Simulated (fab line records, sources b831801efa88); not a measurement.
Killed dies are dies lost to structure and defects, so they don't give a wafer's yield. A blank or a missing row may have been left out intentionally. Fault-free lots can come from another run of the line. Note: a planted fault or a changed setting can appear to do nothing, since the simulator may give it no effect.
fab line records -- flow sky130 -- part 1 of 2: steps 1 to 28 of 43
record lots=5, wafers=15, last_day=50
route steps=708 shown CAPM@543 METAL3@555 VIA3@573
lots that met no fault: from a run of the same line without faults
start_h: the number of hours between the record's first day and the start of the first shown wafer of the lot -- wait_h: time in hours since the lot's previous step -- " identical to the entry in the row above -- L1.1+2: a single row standing in for several wafers -- - no value, or no start given -- * or withheld: withheld -- < > ~ a bound
route shown NAME@n: names a module that has steps shown in the file, with the first one's number in the route -- usual: mean and standard deviation over wafers with no fault -- same: alike in all rows -- chamber/n: place in a boat -- sites: each site's reading -- _std_site: the values' standard deviation -- _edge_site: outer sites' mean less inner sites' -- radius_mm: how far each site lies from the wafer's centre -- mask NAME#n: copy n -- behind: the last tool/chamber to shape the wafer -- hold: why the lot was held/for how many hours/how that ended -- device: whichever transistor did not switch (one of n, p or np) -- end of line: tests of these same wafers at the route's end -- step lacking rows: just its recipe -- killed: count of dies lost to structure and defects at first sort (not the wafer's yield) -- map: a wafer's dies, marking killed ones x, the rest . and places with no die _
set.NAME: the run value of the setting; set.NAME@STEP: its run value at that earlier step -- model.NAME: the simulator's own value behind a step, which no gauge read
certain route steps with their lots: each step a table, each wafer a row
services: from which hour (start_h, from the record's first day; less than 0 if before it) a tool's chamber was out of use, for how many hours, and why
## steps
# step SKY_CAPM_HMDS_06
# recipe prime_time_s=60, prime_temp_c=120
lot.wafer,tool,chamber,start_h,wait_h
L074.2+4+5,litho_track-03,0,868.59,0.1
L076.2+4+6,litho_track-03,0,884.24,0.1
L081.1+2+3,litho_track-04,0,932.02,0.1
L090.3+4+5,litho_track-02,0,987.57,0.1
L092.1+2+5,litho_track-03,0,999.46,0.1
# step SKY_CAPM_COAT_07
# recipe resist=NOVOLAK, spin_rpm=3000, resist_thk_nm=1140
lot.wafer,tool,chamber,start_h,wait_h
L074.2+4+5,litho_track-03,0,868.74,0.1
L076.2+4+6,litho_track-03,0,884.39,0.1
L081.1+2+3,litho_track-04,0,932.17,0.1
L090.3+4+5,litho_track-02,0,987.72,0.1
L092.1+2+5,litho_track-03,0,999.61,0.1
# step SKY_CAPM_SOFTBAKE_08
# recipe temp_c=90, time_s=60, resist=NOVOLAK
lot.wafer,tool,chamber,start_h,wait_h
L074.2+4+5,litho_track-03,0,868.89,0.1
L076.2+4+6,litho_track-03,0,884.54,0.1
L081.1+2+3,litho_track-04,0,932.32,0.1
L090.3+4+5,litho_track-02,0,987.87,0.1
L092.1+2+5,litho_track-03,0,999.76,0.1
# step SKY_CAPM_EXPOSE_09
# recipe mask_id=CAPM, na=0.6, source_shape=conventional, sigma_outer=0.6, polarization=unpolarized, target_cd_nm=1000, dose_mj=159
lot.wafer,tool,chamber,start_h,wait_h,mask
L074.2+4+5,iline_stepper-01,0,-,-,CAPM#0
L076.2+4+6,iline_stepper-01,0,-,-,CAPM#0
L081.1+2+3,iline_stepper-01,0,-,-,CAPM#0
L090.3+4+5,iline_stepper-02,0,-,-,CAPM#0
L092.1+2+5,iline_stepper-02,0,-,-,CAPM#0
# step SKY_CAPM_PEB_10
# recipe temp_c=withheld, time_s=*, resist=NOVOLAK
lot.wafer,tool,chamber,start_h,wait_h
L074.2+4+5,litho_track-03,0,-,-
L076.2+4+6,litho_track-04,0,-,-
L081.1+2+3,litho_track-04,0,-,-
L090.3+4+5,litho_track-04,0,-,-
L092.1+2+5,litho_track-02,0,-,-
# step SKY_CAPM_DEVELOP_11
# recipe resist=NOVOLAK, developer=TMAH, develop_time_s=60, dev_temp_c=23
lot.wafer,tool,chamber,start_h,wait_h
L074.2+4+5,litho_track-03,0,882.34,0.1
L076.2+4+6,litho_track-04,0,897.79,0.1
L081.1+2+3,litho_track-04,0,944.42,0.1
L090.3+4+5,litho_track-04,0,999.07,0.1
L092.1+2+5,litho_track-02,0,1011.97,0.1
# step SKY_CAPM_OVL_MEAS_12
# usual CAPM_OVL=0.9/1.4
lot.wafer,tool,chamber,start_h,wait_h,CAPM_OVL[nm]
L074.2,overlay-02,-,882.47,0.1,0.8
L074.4,overlay-02,-,882.47,0.1,2.9
L074.5,overlay-02,-,882.47,0.1,1.2
L076.2,overlay-01,-,897.92,0.1,2.5
L076.4,overlay-01,-,897.92,0.1,1.8
L076.6,overlay-01,-,897.92,0.1,1.5
L081.1,overlay-01,-,944.57,0.1,-0.2
L081.2,overlay-01,-,944.57,0.1,-0.9
L081.3,overlay-01,-,944.57,0.1,-1.7
L090.3,overlay-02,-,999.18,0.1,0.6
L090.4,overlay-02,-,999.18,0.1,3.3
L090.5,overlay-02,-,999.18,0.1,3.6
L092.1,overlay-02,-,1012.12,0.1,0.5
L092.2,overlay-02,-,1012.12,0.1,0.7
L092.5,overlay-02,-,1012.12,0.1,2.3
# step SKY_CAPM_METAL_ETCH_13
# recipe target_depth_nm=220, stop_on=SiO2, chemistry=Cl2/BCl3, target=TiN, pressure_mtorr=10, icp_w=900, bias_w=48.5, Cl2_flow_sccm=60, bcl3_flow_sccm=30, time_s=62.9
# usual drypump_motor_current_A=5.68/0.28, mfc_cl2_sccm=60.04/0.16, oes_product_au=0.945/0.007, rf_fwd_power_W=891/3.4, throttle_valve_pct=21.899/0.0098
lot.wafer,tool,chamber,start_h,wait_h,drypump_motor_current_A,mfc_cl2_sccm,oes_product_au,rf_fwd_power_W,rf_hours_counter_h,throttle_valve_pct
L074.2,rie_metal-04,1,882.52,0.0,5.19,59.91,0.948,890,-,21.902
L074.4,rie_metal-04,1,882.52,0.0,5.20,59.97,0.937,890,-,21.889
L074.5,rie_metal-04,1,882.52,0.0,5.23,59.96,0.949,891,-,21.910
L076.2,rie_metal-01,0,897.95,0.0,5.70,59.83,0.937,893,9,21.885
L076.4,rie_metal-01,1,897.95,0.0,5.88,60.05,0.943,893,-,21.919
L076.6,rie_metal-01,1,897.95,0.0,5.86,60.17,0.950,894,-,21.900
L081.1,rie_metal-04,1,944.60,0.0,5.20,59.88,0.946,892,10,21.905
L081.2,rie_metal-04,0,944.60,0.0,5.47,60.08,0.940,891,15,21.900
L081.3,rie_metal-04,1,944.60,0.0,5.18,59.95,0.930,890,-,21.899
L090.3,rie_metal-01,0,999.23,0.0,5.72,60.10,0.942,895,-,21.910
L090.4,rie_metal-01,1,999.23,0.0,5.87,60.00,0.949,891,-,21.892
L090.5,rie_metal-01,1,999.23,0.0,5.84,59.94,0.948,892,-,21.899
L092.1,rie_metal-01,1,1012.16,0.0,5.88,60.32,0.951,899,18,21.908
L092.2,rie_metal-01,0,1012.16,0.0,5.74,60.11,0.956,887,15,21.905
L092.5,rie_metal-01,0,1012.16,0.0,5.72,60.07,0.950,897,-,21.921
# step SKY_CAPM_STRIP_14
# recipe chemistry=O2/N2, power_w=1400, pressure_mtorr=1500, platen_temp_c=withheld, o2_flow_sccm=3000, n2_flow_sccm=300, overash_fraction=0.5
# usual drypump_motor_current_A=5.2/0.42, oes_product_au=0.710/0.0045, strip_time_to_endpoint_s=12.65/0.052
# same overash_fraction=0.5
lot.wafer,tool,chamber,start_h,wait_h,drypump_motor_current_A,oes_product_au,rf_hours_counter_h,strip_time_to_endpoint_s
L074.2,plasma_asher-01,1,882.65,0.1,4.6,0.716,75,12.68
L074.4,plasma_asher-01,0,882.65,0.1,5.9,0.711,-,12.64
L074.5,plasma_asher-01,1,882.65,0.1,4.6,0.719,-,12.63
L076.2,plasma_asher-03,1,898.03,0.1,5.2,0.707,44,12.62
L076.4,plasma_asher-03,1,898.03,0.1,5.2,0.707,-,12.64
L076.6,plasma_asher-03,1,898.03,0.1,5.2,0.712,-,12.60
L081.1,plasma_asher-03,1,944.68,0.1,5.2,0.711,49,12.71
L081.2,plasma_asher-03,0,944.68,0.1,5.4,0.708,49,12.64
L081.3,plasma_asher-03,1,944.68,0.1,5.2,0.704,-,12.71
L090.3,plasma_asher-03,1,999.31,0.1,5.2,0.710,-,12.64
L090.4,plasma_asher-03,0,999.31,0.1,5.4,0.713,-,12.60
L090.5,plasma_asher-03,0,999.31,0.1,5.4,0.706,-,12.57
L092.1,plasma_asher-01,0,1012.23,0.1,5.9,0.704,87,12.57
L092.2,plasma_asher-01,1,1012.23,0.1,4.6,0.706,87,12.59
L092.5,plasma_asher-01,0,1012.23,0.1,5.9,0.711,-,12.58
# step SKY_CAPM_STRIP_15
# recipe chemistry=post_etch_residue_remover, time_s=1200, temp_c=72.5
# usual bath_heat_duty_pct=14.9/1.9
lot.wafer,tool,chamber,start_h,wait_h,bath_heat_duty_pct
L074.2,wet_bench-03,1,882.75,0.1,12.3
L074.4,wet_bench-03,1,882.75,0.1,12.5
L074.5,wet_bench-03,1,882.75,0.1,11.3
L076.2,wet_bench-02,1,898.13,0.1,14.5
L076.4,wet_bench-02,1,898.13,0.1,15.4
L076.6,wet_bench-02,1,898.13,0.1,14.5
L081.1,wet_bench-03,1,944.78,0.1,12.5
L081.2,wet_bench-03,1,944.78,0.1,12.2
L081.3,wet_bench-03,1,944.78,0.1,11.8
L090.3,wet_bench-01,1,999.38,0.0,17.3
L090.4,wet_bench-01,1,999.38,0.0,16.4
L090.5,wet_bench-01,1,999.38,0.0,17.2
L092.1,wet_bench-03,3,1012.33,0.1,12.5
L092.2,wet_bench-03,3,1012.33,0.1,14.0
L092.5,wet_bench-03,3,1012.33,0.1,14.8
# step SKY_CAPM_CLEAN_16
# recipe chemistry=IPA, time_s=180, temp_c=25
# usual bath_heat_duty_pct=6.2/0.8
lot.wafer,tool,chamber,start_h,wait_h,bath_heat_duty_pct
L074.2,wet_bench-01,2,883.12,0.0,6.3
L074.4,wet_bench-01,2,883.12,0.0,6.2
L074.5,wet_bench-01,2,883.12,0.0,6.4
L076.2,wet_bench-03,0,898.47,0.0,5.6
L076.4,wet_bench-03,0,898.47,0.0,6.3
L076.6,wet_bench-03,0,898.47,0.0,5.3
L081.1,wet_bench-02,2,945.12,0.0,6.2
L081.2,wet_bench-02,2,945.12,0.0,6.6
L081.3,wet_bench-02,2,945.12,0.0,6.2
L090.3,wet_bench-03,0,999.72,0.0,5.5
L090.4,wet_bench-03,0,999.72,0.0,6.1
L090.5,wet_bench-03,0,999.72,0.0,5.5
L092.1,wet_bench-02,1,1012.68,0.0,5.0
L092.2,wet_bench-02,1,1012.68,0.0,6.1
L092.5,wet_bench-02,1,1012.68,0.0,6.1
# step SKY_CAPM_CLEAN_17
# recipe chemistry=O3/DIW, dry=n2_spin
lot.wafer,tool,chamber,start_h,wait_h
L074.2+4+5,wet_bench-01,2,883.18,0.0
L076.2+4+6,wet_bench-02,0,898.53,0.0
L081.1+2+3,wet_bench-03,3,945.18,0.0
L090.3+4+5,wet_bench-02,1,999.78,0.0
L092.1+2+5,wet_bench-01,1,1012.73,0.0
# step SKY_METAL3_DEHYDRATE_05
# recipe temp_c=200, time_s=60
lot.wafer,tool,chamber,start_h,wait_h
L074.2+4+5,litho_track-01,0,894.98,11.7
L076.2+4+6,litho_track-03,0,910.79,12.2
L081.1+2+3,litho_track-03,0,957.21,11.9
L090.3+4+5,litho_track-04,0,1011.57,11.7
L092.1+2+5,litho_track-03,0,1023.06,10.2
# step SKY_METAL3_HMDS_06
# recipe prime_time_s=60, prime_temp_c=120
lot.wafer,tool,chamber,start_h,wait_h
L074.2+4+5,litho_track-01,0,895.13,0.1
L076.2+4+6,litho_track-03,0,910.94,0.1
L081.1+2+3,litho_track-03,0,957.36,0.1
L090.3+4+5,litho_track-04,0,1011.72,0.1
L092.1+2+5,litho_track-03,0,1023.21,0.1
# step SKY_METAL3_COAT_07
# recipe resist=BARC, temp_c=withheld, time_s=withheld, spin_rpm=3000, resist_thk_nm=60
lot.wafer,tool,chamber,start_h,wait_h
L074.2+4+5,litho_track-01,0,895.28,0.1
L076.2+4+6,litho_track-03,0,911.09,0.1
L081.1+2+3,litho_track-03,0,957.51,0.1
L090.3+4+5,litho_track-04,0,1011.87,0.1
L092.1+2+5,litho_track-03,0,1023.36,0.1
# step SKY_METAL3_COAT_08
# recipe resist=KrF-thick, spin_rpm=3000, resist_thk_nm=1140
lot.wafer,tool,chamber,start_h,wait_h
L074.2+4+5,litho_track-01,0,-,-
L076.2+4+6,litho_track-03,0,-,-
L081.1+2+3,litho_track-03,0,-,-
L090.3+4+5,litho_track-04,0,-,-
L092.1+2+5,litho_track-03,0,-,-
# step SKY_METAL3_SOFTBAKE_09
# recipe temp_c=100, time_s=90, resist=KrF-thick
lot.wafer,tool,chamber,start_h,wait_h
L074.2+4+5,litho_track-01,0,-,-
L076.2+4+6,litho_track-03,0,-,-
L081.1+2+3,litho_track-03,0,-,-
L090.3+4+5,litho_track-04,0,-,-
L092.1+2+5,litho_track-03,0,-,-
# step SKY_METAL3_EXPOSE_10
# recipe mask_id=MM3, na=0.68, source_shape=annular, sigma_inner=0.4, sigma_outer=0.8, target_cd_nm=300, dose_mj=28
# same sigma_inner=0.4
lot.wafer,tool,chamber,start_h,wait_h,mask
L074.2+4+5,krf_scanner-02,0,-,-,MM3#0
L076.2+4+6,krf_scanner-02,0,-,-,MM3#0
L081.1+2+3,krf_scanner-02,0,-,-,MM3#0
L090.3+4+5,krf_scanner-01,0,-,-,MM3#0
L092.1+2+5,krf_scanner-02,0,-,-,MM3#0
# step SKY_METAL3_PEB_11
# recipe peb_temp_c=withheld, peb_time_s=withheld, resist=KrF-thick
lot.wafer,tool,chamber,start_h,wait_h
L074.2+4+5,litho_track-01,0,-,-
L076.2+4+6,litho_track-01,0,-,-
L081.1+2+3,litho_track-01,0,-,-
L090.3+4+5,litho_track-01,0,-,-
L092.1+2+5,litho_track-01,0,-,-
# step SKY_METAL3_DEVELOP_12
# recipe develop_time_s=60, resist=KrF-thick, dev_temp_c=21
lot.wafer,tool,chamber,start_h,wait_h
L074.2+4+5,litho_track-01,0,-,-
L076.2+4+6,litho_track-01,0,-,-
L081.1+2+3,litho_track-01,0,-,-
L090.3+4+5,litho_track-01,0,-,-
L092.1+2+5,litho_track-01,0,-,-
# step SKY_METAL3_CD_MEAS_13
# recipe target_cd_nm=300
# usual cd_nm=300.0/1.2
lot.wafer,tool,chamber,start_h,wait_h,cd_nm
L074.2,cd_sem-02,-,908.68,-,298.6
L074.4,cd_sem-02,-,908.68,-,299.3
L074.5,cd_sem-02,-,908.68,-,299.5
L076.2,cd_sem-01,-,924.58,-,298.8
L076.4,cd_sem-01,-,924.58,-,300.1
L076.6,cd_sem-01,-,924.58,-,299.7
L081.1,cd_sem-02,-,970.11,-,300.9
L081.2,cd_sem-02,-,970.11,-,302.4
L081.3,cd_sem-02,-,970.11,-,301.2
L090.3,cd_sem-01,-,1023.40,-,298.3
L090.4,cd_sem-01,-,1023.40,-,299.7
L090.5,cd_sem-01,-,1023.40,-,299.1
L092.1,cd_sem-02,-,1035.36,-,297.3
L092.2,cd_sem-02,-,1035.36,-,296.4
L092.5,cd_sem-02,-,1035.36,-,297.4
# step SKY_METAL3_OVL_MEAS_14
# usual METAL3_OVL=1/5.7
lot.wafer,tool,chamber,start_h,wait_h,METAL3_OVL[nm]
L074.2,overlay-02,-,908.78,0.1,3
L074.4,overlay-02,-,908.78,0.1,7
L074.5,overlay-02,-,908.78,0.1,7
L076.2,overlay-02,-,924.69,0.1,-3
L076.4,overlay-02,-,924.69,0.1,5
L076.6,overlay-02,-,924.69,0.1,7
L081.1,overlay-01,-,970.23,0.1,-5
L081.2,overlay-01,-,970.23,0.1,-10
L081.3,overlay-01,-,970.23,0.1,-4
L090.3,overlay-01,-,1023.49,0.1,-1
L090.4,overlay-01,-,1023.49,0.1,0
L090.5,overlay-01,-,1023.49,0.1,5
L092.1,overlay-01,-,1035.48,0.1,4
L092.2,overlay-01,-,1035.48,0.1,-2
L092.5,overlay-01,-,1035.48,0.1,5
# step SKY_METAL3_DESCUM_15
# recipe chemistry=O2, source_power_w=150, bias_power_w=0, pressure_mtorr=10, temp_c=40, time_s=8
# usual drypump_motor_current_A=5.7/0.36, oes_product_au=1.000/0.0091, rf_fwd_power_W=147.0/0.84
lot.wafer,tool,chamber,start_h,wait_h,drypump_motor_current_A,oes_product_au,rf_fwd_power_W,rf_hours_counter_h
L074.2,rie_metal-02,0,908.81,0.0,6.0,1.012,148.4,15
L074.4,rie_metal-02,0,908.81,0.0,6.0,1.002,147.5,-
L074.5,rie_metal-02,0,908.81,0.0,6.0,1.012,147.6,-
L076.2,rie_metal-02,1,924.72,0.0,5.4,0.990,146.8,12
L076.4,rie_metal-02,0,924.72,0.0,6.0,1.010,148.7,-
L076.6,rie_metal-02,0,924.72,0.0,6.1,1.007,148.4,-
L081.1,rie_metal-02,1,970.27,0.0,5.5,0.995,145.9,15
L081.2,rie_metal-02,1,970.27,0.0,5.5,0.999,146.3,-
L081.3,rie_metal-02,1,970.27,0.0,5.5,0.995,146.5,-
L090.3,rie_metal-02,0,1023.53,0.0,6.1,0.998,148.0,-
L090.4,rie_metal-02,1,1023.53,0.0,5.5,1.002,146.8,-
L090.5,rie_metal-02,1,1023.53,0.0,5.4,0.997,147.0,-
L092.1,rie_metal-04,1,1035.52,0.0,5.2,1.007,146.3,15
L092.2,rie_metal-04,0,1035.52,0.0,5.4,1.007,145.9,20
L092.5,rie_metal-04,0,1035.52,0.0,5.4,1.019,145.9,-
# step SKY_METAL3_ETCH_16
# recipe chemistry=N2/H2, target=BARC, ion_energy_ev=200, bias_w=100, pressure_mtorr=30, n2_flow_sccm=100, h2_flow_sccm=200, icp_w=500, stop_on=SiO2, time_s=88.2, target_depth_a=600
# usual drypump_motor_current_A=5.7/0.36, oes_product_au=0.625/0.0048, rf_fwd_power_W=496.2/2, throttle_valve_pct=13.205/0.0082
lot.wafer,tool,chamber,start_h,wait_h,drypump_motor_current_A,oes_product_au,rf_fwd_power_W,rf_hours_counter_h,throttle_valve_pct
L074.2,rie_metal-02,0,908.85,0.0,6.0,0.634,495.0,15,13.200
L074.4,rie_metal-02,0,908.85,0.0,6.0,0.623,496.7,-,13.221
L074.5,rie_metal-02,0,908.85,0.0,6.0,0.623,498.9,-,13.198
L076.2,rie_metal-02,1,924.75,0.0,5.5,0.629,495.6,12,13.201
L076.4,rie_metal-02,0,924.75,0.0,6.0,0.623,497.6,-,13.208
L076.6,rie_metal-02,0,924.75,0.0,6.0,0.627,498.8,-,13.196
L081.1,rie_metal-02,1,970.33,0.1,5.5,0.635,494.4,15,13.204
L081.2,rie_metal-02,1,970.33,0.1,5.5,0.627,494.2,-,13.203
L081.3,rie_metal-02,1,970.33,0.1,5.5,0.620,495.8,-,13.192
L090.3,rie_metal-02,0,1023.58,0.0,6.0,0.629,497.0,-,13.220
L090.4,rie_metal-02,1,1023.58,0.0,5.5,0.628,493.2,-,13.212
L090.5,rie_metal-02,1,1023.58,0.0,5.5,0.616,494.4,-,13.205
L092.1,rie_metal-04,1,1035.55,0.0,5.2,0.620,494.9,15,13.205
L092.2,rie_metal-04,0,1035.55,0.0,5.4,0.629,495.0,20,13.204
L092.5,rie_metal-04,0,1035.55,0.0,5.5,0.631,496.3,-,13.207
# step SKY_METAL3_ETCH_17
# recipe target=SiO2, stop_on=TiN, chemistry=C4F8/O2/Ar, source_w=1500, bias_w=1200, pressure_mtorr=40, c4f8_flow_sccm=withheld, O2_flow_sccm=6, Ar_flow_sccm=300, time_s=3.9, target_depth_a=150
# usual oes_product_au=0.757/0.0075, rf_fwd_power_W=1468/6.9
lot.wafer,tool,chamber,start_h,wait_h,oes_product_au,rf_fwd_power_W,rf_hours_counter_h
L074.2,rie_diel-01,2,908.94,0.1,0.743,1481,20
L074.4,rie_diel-01,3,908.94,0.1,0.749,1467,15
L074.5,rie_diel-01,2,908.94,0.1,0.757,1478,-
L076.2,rie_diel-03,3,924.85,0.1,0.749,1470,23
L076.4,rie_diel-03,2,924.85,0.1,0.765,1468,-
L076.6,rie_diel-03,3,924.85,0.1,0.753,1471,-
L081.1,rie_diel-04,3,970.53,0.2,0.758,1468,9
L081.2,rie_diel-04,2,970.53,0.2,0.757,1464,19
L081.3,rie_diel-04,0,970.53,0.2,0.758,1466,6
L090.3,rie_diel-03,3,1023.65,0.0,0.755,1480,2
L090.4,rie_diel-03,2,1023.65,0.0,0.754,1471,23
L090.5,rie_diel-03,0,1023.65,0.0,0.759,1467,-
L092.1,rie_diel-01,0,1035.65,0.1,0.757,1463,25
L092.2,rie_diel-01,1,1035.65,0.1,0.753,1466,12
L092.5,rie_diel-01,1,1035.65,0.1,0.764,1476,-
# step SKY_METAL3_METAL_ETCH_18
# recipe target_depth_a=8450, stop_on=SiO2, over_etch_frac=0.3, time_s=183.1, chemistry=Cl2/BCl3, resist_sidewall_deg=88, pressure_mtorr=10, icp_w=900, bias_w=48.5, Cl2_flow_sccm=60, bcl3_flow_sccm=30
# usual drypump_motor_current_A=5.7/0.41, mfc_cl2_sccm=60.00/0.17, oes_product_au=0.865/0.0067, rf_fwd_power_W=896.8/2.9, throttle_valve_pct=22.265/0.0095
# same over_etch_frac=0.3
lot.wafer,tool,chamber,start_h,wait_h,drypump_motor_current_A,mfc_cl2_sccm,oes_product_au,rf_fwd_power_W,rf_hours_counter_h,throttle_valve_pct
L074.2,rie_metal-04,1,908.96,0.0,5.2,59.92,0.852,891.2,9,22.263
L074.4,rie_metal-04,1,908.96,0.0,5.2,60.02,0.862,894.6,-,22.268
L074.5,rie_metal-04,0,908.96,0.0,5.5,59.98,0.857,897.0,-,22.268
L076.2,rie_metal-04,0,924.86,0.0,5.4,60.05,0.865,898.5,14,22.259
L076.4,rie_metal-04,1,924.86,0.0,5.2,59.91,0.875,897.3,-,22.279
L076.6,rie_metal-04,1,924.86,0.0,5.2,59.70,0.878,896.5,-,22.257
L081.1,rie_metal-04,1,970.54,0.0,5.2,59.83,0.873,900.7,11,22.263
L081.2,rie_metal-04,0,970.54,0.0,5.4,59.95,0.856,896.9,16,22.279
L081.3,rie_metal-04,1,970.54,0.0,5.2,59.95,0.858,895.2,-,22.253
L090.3,rie_metal-03,0,1023.72,0.1,5.5,59.85,0.863,891.1,-,22.265
L090.4,rie_metal-03,1,1023.72,0.1,6.3,59.79,0.865,895.7,-,22.265
L090.5,rie_metal-03,0,1023.72,0.1,5.5,60.02,0.861,892.4,-,22.261
L092.1,rie_metal-03,0,1035.67,0.0,5.5,59.86,0.861,901.7,23,22.256
L092.2,rie_metal-03,1,1035.67,0.0,6.3,60.20,0.859,898.4,14,22.254
L092.5,rie_metal-03,1,1035.67,0.0,6.3,60.10,0.862,894.7,-,22.264
# step SKY_METAL3_STRIP_19
# recipe chemistry=O2/N2, power_w=1400, pressure_mtorr=1500, platen_temp_c=withheld, o2_flow_sccm=3000, n2_flow_sccm=300, overash_fraction=0.5
# usual drypump_motor_current_A=5.3/0.45, oes_product_au=0.503/0.0059, strip_time_to_endpoint_s=6.55/0.086
# same overash_fraction=0.5
lot.wafer,tool,chamber,start_h,wait_h,drypump_motor_current_A,oes_product_au,rf_hours_counter_h,strip_time_to_endpoint_s
L074.2,plasma_asher-01,1,909.14,0.1,4.6,0.505,77,6.59
L074.4,plasma_asher-01,0,909.14,0.1,5.9,0.502,-,6.55
L074.5,plasma_asher-01,0,909.14,0.1,5.9,0.495,-,6.41
L076.2,plasma_asher-01,1,925.04,0.1,4.7,0.507,79,6.45
L076.4,plasma_asher-01,1,925.04,0.1,4.6,0.508,-,6.59
L076.6,plasma_asher-01,0,925.04,0.1,5.9,0.512,-,6.66
L081.1,plasma_asher-01,0,970.72,0.1,5.9,0.502,83,6.71
L081.2,plasma_asher-01,1,970.72,0.1,4.6,0.511,83,6.50
L081.3,plasma_asher-01,0,970.72,0.1,5.9,0.504,-,6.66
L090.3,plasma_asher-02,0,1023.88,0.1,5.1,0.502,-,6.58
L090.4,plasma_asher-02,1,1023.88,0.1,5.4,0.505,-,6.52
L090.5,plasma_asher-02,1,1023.88,0.1,5.4,0.501,-,6.56
L092.1,plasma_asher-01,0,1035.84,0.1,5.9,0.500,90,6.57
L092.2,plasma_asher-01,1,1035.84,0.1,4.7,0.498,90,6.50
L092.5,plasma_asher-01,0,1035.84,0.1,5.9,0.506,-,6.59
# step SKY_METAL3_STRIP_20
# recipe chemistry=post_etch_residue_remover, time_s=1200, temp_c=72.5
# usual bath_heat_duty_pct=15.6/2
lot.wafer,tool,chamber,start_h,wait_h,bath_heat_duty_pct
L074.2,wet_bench-04,0,909.24,0.1,15.9
L074.4,wet_bench-04,0,909.24,0.1,14.6
L074.5,wet_bench-04,0,909.24,0.1,15.4
L076.2,wet_bench-03,2,925.14,0.1,16.3
L076.4,wet_bench-03,2,925.14,0.1,16.0
L076.6,wet_bench-03,2,925.14,0.1,15.2
L081.1,wet_bench-04,3,970.82,0.1,15.3
L081.2,wet_bench-04,3,970.82,0.1,14.0
L081.3,wet_bench-04,3,970.82,0.1,14.4
L090.3,wet_bench-03,0,1023.94,0.0,12.3
L090.4,wet_bench-03,0,1023.94,0.0,13.2
L090.5,wet_bench-03,0,1023.94,0.0,13.2
L092.1,wet_bench-01,1,1035.94,0.1,16.8
L092.2,wet_bench-01,1,1035.94,0.1,17.4
L092.5,wet_bench-01,1,1035.94,0.1,17.4
